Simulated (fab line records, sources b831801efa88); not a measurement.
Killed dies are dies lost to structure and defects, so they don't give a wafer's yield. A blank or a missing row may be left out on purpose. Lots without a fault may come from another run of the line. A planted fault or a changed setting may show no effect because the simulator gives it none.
A struck lot beside a sound one | flow sky130 | 31 steps out of a route of 708
Sound: wafers L669.1, L669.2, L669.6. Struck: wafer L679.6. (L679.2, L679.4 of the same lot were not struck and are left out.) The cause comes at the end.
At each step with rows: each side's tool, then ch and its chambers, then its first start. Under that, the readings that differ: sound wafers | struck wafers | difference of the means | sigmas: that difference in standard deviations of wafers without a fault.
alike: readings whose means differ by less than 2 such deviations, and words and numbers that are the same on both sides. not compared: withheld readings, readings that some wafer has no value for, bounds like >300 that may hide the same value, and numbers for which the record gives no deviation and whose values overlap.
The two part at a step that has a row with sigmas, a row that says differs or no value, or rows on one side only. Numbers that don't overlap but have no deviation are shown without sigmas and don't part them. A reading that every wafer of one side lacks parts them only if that side has two wafers or more.

first, 1 step without rows for these wafers: SKY_VIA1_ETCH_15 (etches SiO2 in C4F8/O2/Ar, stops on TiN, target depth 351 nm, time 54 s).
SKY_VIA1_STRIP_16: strips in O2/N2.
  sound on plasma_asher-03 ch 0,1, day 35 04:41; struck on plasma_asher-04 ch 1, day 37 19:53
  alike: drypump_motor_current_A, oes_product_au, strip_time_to_endpoint_s
  not compared: rf_hours_counter_h
then, 5 steps without rows for these wafers: SKY_VIA1_STRIP_17 (strips in post etch residue remover, time 1200 s); SKY_VIA1_CLEAN_18 (cleans in IPA, time 180 s); SKY_VIA1_CLEAN_19 (cleans in O3/DIW); SKY_VIA1_SPUTTER_20 (material TiN, target thk 20 nm, time 80 s); SKY_VIA1_CVD_21 (deposits W, target thk 270 nm, time 80.902 s).
SKY_VIA1_RS_MEAS_22: measures by four-point-probe.
  sound on film_metro-02, day 35 05:28; struck on film_metro-03, day 37 20:42
  alike: VIA1_W_RS
SKY_VIA1_THK_MEAS_23: measures by xrf.
  sound on film_metro-02, day 35 05:35; struck on film_metro-03, day 37 20:49
  alike: VIA1_W_THK
SKY_VIA1_CMP_24: polishes, stops on SiO2, t overpolish 15 s, target thk 0 nm.
  sound on cmp-01 ch 0,1, day 35 05:39; struck on cmp-02 ch 1, day 37 20:52
  alike: motor_current_A, overpolish_run_s, platen_rpm, time_to_endpoint_s
SKY_METAL2_SPUTTER_00: material Ti, target thk 15 nm, time 10 s.
  sound on pvd_sputter-03, day 35 05:57; struck on pvd_sputter-04, day 37 21:10
  reading                | sound                | struck | difference | sigmas
  cathode_dc_power_W (W) | 3000.7 2999.6 3000.9 | 2999.0 | -1.4       | -2
  alike: throttle_valve_pct
then, 1 step without rows for these wafers: SKY_METAL2_SPUTTER_01 (material TiN, target thk 20 nm, time 16.7 s).
SKY_METAL2_SPUTTER_02: material AlCu, target thk 250 nm, time 13.3 s.
  sound on pvd_sputter-03, day 35 05:59; struck on pvd_sputter-04, day 37 21:12
  reading                                     | sound             | struck | difference | sigmas
  model.AlCu_of_METAL2_SPUTTER_02.thk_nm (nm) | 251.8 247.8 250.8 | 463.4  | +213.3     |
  alike: cathode_dc_power_W, throttle_valve_pct
SKY_METAL2_SPUTTER_03: material Ti, target thk 5 nm, time 3.3 s.
  sound on pvd_sputter-03, day 35 06:01; struck on pvd_sputter-04, day 37 21:14
  alike: cathode_dc_power_W, throttle_valve_pct
then, 1 step without rows for these wafers: SKY_METAL2_SPUTTER_04 (material TiN, target thk 70 nm, time 58.3 s).
SKY_METAL2_RS_MEAS_05: measures by four-point-probe.
  sound on film_metro-01, day 35 06:05; struck on film_metro-04, day 37 21:19
  reading                 | sound                | struck | difference | sigmas
  METAL2_ALCU_RS (ohm/sq) | 0.1257 0.1279 0.1266 | 0.0675 | -0.0592    | -42
SKY_METAL2_THK_MEAS_06: measures by xrf.
  sound on film_metro-01, day 35 06:13; struck on film_metro-04, day 37 21:26
  reading              | sound             | struck | difference | sigmas
  METAL2_ALCU_THK (nm) | 255.7 253.4 254.9 | 468.8  | +214.1     | +79
then, 8 steps without rows for these wafers: SKY_METAL2_DEHYDRATE_07 (time 60 s); SKY_METAL2_HMDS_08 (prime time 60 s); SKY_METAL2_COAT_09 (resist thk 60 nm); SKY_METAL2_COAT_10 (resist thk 450 nm); SKY_METAL2_SOFTBAKE_11 (time 90 s); SKY_METAL2_EXPOSE_12 (exposes mask MM2, target cd 140 nm); SKY_METAL2_PEB_13; SKY_METAL2_DEVELOP_14 (develop time 60 s).
SKY_METAL2_CD_MEAS_15: target cd 140 nm.
  sound on cd_sem-01, day 36 08:32; struck on cd_sem-01, day 38 21:52
  alike: cd_nm
SKY_METAL2_OVL_MEAS_16:
  sound on overlay-02, day 36 08:39; struck on overlay-01, day 38 21:59
  alike: METAL2_OVL
then, 1 step without rows for these wafers: SKY_METAL2_DESCUM_17 (chemistry O2, time 8 s).
SKY_METAL2_ETCH_18: etches BARC in N2/H2, stops on SiO2, time 45.9 s, target depth 60 nm.
  sound on rie_metal-03 ch 0,1, day 36 08:43; struck on rie_metal-01 ch 1, day 38 22:02
  alike: bias_w, drypump_motor_current_A, oes_product_au, rf_fwd_power_W, throttle_valve_pct
  not compared: rf_hours_counter_h
SKY_METAL2_METAL_ETCH_19: etches the open film in Cl2/BCl3, stops on SiO2, target depth 360 nm, time 78 s.
  sound on rie_metal-03 ch 0,1, day 36 08:47; struck on rie_metal-01 ch 1, day 38 22:06
  reading               | sound             | struck | difference | sigmas
  oes_product_au (a.u.) | 0.864 0.858 0.851 | 0.990  | +0.132     | +22
  alike: bias_w, drypump_motor_current_A, rf_fwd_power_W, throttle_valve_pct
  not compared: rf_hours_counter_h
then, 1 step without rows for these wafers: SKY_METAL2_STRIP_20 (strips in O2/N2).

WHERE THEY PART
First at SKY_METAL2_SPUTTER_00; last, within this record, at SKY_METAL2_METAL_ETCH_19.

WHY: what the simulator had put in
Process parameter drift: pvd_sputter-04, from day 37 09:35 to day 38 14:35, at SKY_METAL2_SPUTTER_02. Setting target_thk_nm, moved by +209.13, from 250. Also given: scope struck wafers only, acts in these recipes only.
